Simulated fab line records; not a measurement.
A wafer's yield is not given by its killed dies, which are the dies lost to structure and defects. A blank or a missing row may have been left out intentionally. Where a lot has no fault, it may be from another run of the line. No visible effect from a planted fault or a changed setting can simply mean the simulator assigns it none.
The tool behind it: which one? -- flow sky130 -- Sampling: 11 lots, 33 wafers, 5 of 708 route steps

WHAT THE GAUGES SHOWED, per wafer
SKY_VIA2_THK_MEAS_01. Usual: VIA2_HDPCVD_THK 1181 nm, standard deviation 10.
lot,measured,on,VIA2_HDPCVD_THK (nm),flag
L754,day 34 23:37,film-metro-02,1166 1156 1167,
L755,day 35 08:59,film-metro-02,1194 1199 1169,
L756,day 35 16:15,film-metro-02,1178 1175 1173,
L762,day 37 22:53,film-metro-02,1169 1182 1172,
L764,day 38 14:35,film-metro-02,1182 1170 1185,
L770,day 40 03:38,film-metro-04,1174 1168 1172,
L772,day 40 16:38,film-metro-02,1181 1184 1189,
L773,day 41 03:59,film-metro-04,1190 1189 1195,
L774,day 41 09:55,film-metro-02,1193 1178 1183,
L775,day 41 12:08,film-metro-04,1195 1186 1187,
L776,day 41 17:53,film-metro-03,1173 1172 1184,

SKY_VIA2_RS_MEAS_22: the measuring method here is four-point-probe. Usual: VIA2_W_RS 0.272 ohm/sq, standard deviation 0.0054.
lot,measured,on,VIA2_W_RS (ohm/sq),flag
L754,day 36 03:22,film-metro-03,0.277 0.278 0.265,
L755,day 36 12:22,film-metro-02,0.277 0.275 0.264,
L756,day 36 19:43,film-metro-03,0.274 0.265 0.274,
L762,day 39 02:19,film-metro-03,0.272 0.275 0.275,
L764,day 39 17:17,film-metro-03,0.278 0.277 0.276,
L770,day 41 05:00,film-metro-02,0.277 0.277 0.275,
L772,day 41 18:00,film-metro-02,0.266 0.278 0.262,
L773,day 42 05:33,film-metro-02,0.272 0.271 0.272,
L774,day 42 10:57,film-metro-04,0.276 0.265 0.276,
L775,day 42 12:59,film-metro-02,0.272 0.272 0.274,
L776,day 42 18:42,film-metro-03,0.276 0.265 0.276,

SKY_VIA2_THK_MEAS_23: measures by xrf. Usual: VIA2_W_THK 417 nm, standard deviation 9.9.
lot,measured,on,VIA2_W_THK (nm),flag
L754,day 36 03:29,film-metro-03,414 415 436,
L755,day 36 12:28,film-metro-02,403 404 423,
L756,day 36 19:50,film-metro-03,419 436 422,
L762,day 39 02:26,film-metro-03,424 420 421,
L764,day 39 17:23,film-metro-03,414 417 418,
L770,day 41 05:06,film-metro-02,407 406 405,
L772,day 41 18:07,film-metro-02,420 404 428,
L773,day 42 05:40,film-metro-02,411 412 412,
L774,day 42 11:02,film-metro-04,408 423 406,
L775,day 42 13:05,film-metro-02,410 412 410,
L776,day 42 18:48,film-metro-03,418 435 417,

WHAT TOOL EACH LOT RAN ON (gives the tool, then ch and the chambers of the sampled wafers, and finally the start)
lot,SKY_VIA2_ETCH_15,SKY_VIA2_STRIP_16
L754,"rie-diel-03 ch 2,3, day 36 02:29","plasma-asher-02 ch 0,1, day 36 02:32"
L755,"rie-diel-01 ch 0,1,3, day 36 11:27","plasma-asher-02 ch 0,1, day 36 11:33"
L756,"rie-diel-01 ch 0,1,2, day 36 18:52","plasma-asher-01 ch 0,1, day 36 18:56"
L762,"rie-diel-04 ch 1,2,3, day 39 01:26","plasma-asher-02 ch 0,1, day 39 01:29"
L764,"rie-diel-04 ch 0,1,3, day 39 16:24","plasma-asher-02 ch 0,1, day 39 16:28"
L770,"rie-diel-01 ch 0,1,2, day 41 04:07","plasma-asher-01 ch 0,1, day 41 04:13"
L772,"rie-diel-01 ch 0,1,2, day 41 17:03","plasma-asher-04 ch 0,1, day 41 17:07"
L773,"rie-diel-01 ch 0,2, day 42 04:39","plasma-asher-04 ch 0,1, day 42 04:43"
L774,"rie-diel-01 ch 1,2,3, day 42 09:59","plasma-asher-04 ch 0,1, day 42 10:04"
L775,"rie-diel-04 ch 1,2,3, day 42 12:01","plasma-asher-04 ch 0,1, day 42 12:06"
L776,"rie-diel-01 ch 1,2,3, day 42 17:49","plasma-asher-02 ch 0,1, day 42 17:55"
- SKY_VIA2_ETCH_15: etches SiO2 in C4F8/O2/Ar, stops on TiN, target depth 546 nm, time 84 s.
- SKY_VIA2_STRIP_16: strips in O2/N2.

AS READ BY THE TOOLS THEMSELVES (means over the sampled wafers that have a number; for cases with no such wafer, the mark the record gives instead)
SKY_VIA2_ETCH_15. Usual: bias-w 1200 W, standard deviation 3.6; oes-product-au 0.940 a.u., standard deviation 0.0048.
lot,tool,bias-w (W),oes-product-au (a.u.),flag
L754,rie-diel-03,1198,0.941,
L755,rie-diel-01,1201,0.938,
L756,rie-diel-01,1197,0.944,
L762,rie-diel-04,1794,0.937,OFF
L764,rie-diel-04,1792,0.944,OFF
L770,rie-diel-01,1199,0.941,
L772,rie-diel-01,1201,0.939,
L773,rie-diel-01,1199,0.938,
L774,rie-diel-01,1196,0.939,
L775,rie-diel-04,1200,0.943,
L776,rie-diel-01,1202,0.939,

SKY_VIA2_STRIP_16. Usual: drypump-motor-current-A 5.6 A, standard deviation 0.54; n2-flow-sccm 299.9 sccm, standard deviation 0.82; oes-product-au 0.398 a.u., standard deviation 0.004; strip-time-to-endpoint-s 4.050 s, standard deviation 0.021.
lot,tool,drypump-motor-current-A (A),n2-flow-sccm (sccm),oes-product-au (a.u.),strip-time-to-endpoint-s (s),flag
L754,plasma-asher-02,5.9,299.6,0.404,4.079,
L755,plasma-asher-02,5.4,300.3,0.398,4.058,
L756,plasma-asher-01,5.6,299.8,0.397,4.063,
L762,plasma-asher-02,5.9,300.4,0.389,3.866,OFF
L764,plasma-asher-02,5.9,299.9,0.392,3.890,OFF
L770,plasma-asher-01,5.4,299.5,0.401,4.031,
L772,plasma-asher-04,5.7,299.1,0.399,4.068,
L773,plasma-asher-04,5.7,300.1,0.401,4.050,
L774,plasma-asher-04,5.7,298.9,0.399,4.016,
L775,plasma-asher-04,5.7,299.8,0.397,4.033,
L776,plasma-asher-02,5.9,300.1,0.395,4.053,

THE ANSWER, worked out from the rows above alone
Rule: take the mean of a lot's wafers that have a number; if it is more than 3 standard deviations from the usual mean, the lot is off. A lot without any number at a reading at which 4 lots or more have one is off too. Any other lot the step has rows for is counted as sound. The gauges are gone through in route order, then the tools' own readings, and for those a lot's mean is taken as printed above. At the first step where some lot is off, the reading lying furthest off is the one used; lots without a number count as furthest.
Off: L762, L764 (SKY_VIA2_ETCH_15, bias-w).
A tool fits if, at that step or a process step before it, it ran every lot that is off, and no sound lot after the first of them. None of those tried fits.

WHAT HAD BEEN PUT IN BY THE SIMULATOR
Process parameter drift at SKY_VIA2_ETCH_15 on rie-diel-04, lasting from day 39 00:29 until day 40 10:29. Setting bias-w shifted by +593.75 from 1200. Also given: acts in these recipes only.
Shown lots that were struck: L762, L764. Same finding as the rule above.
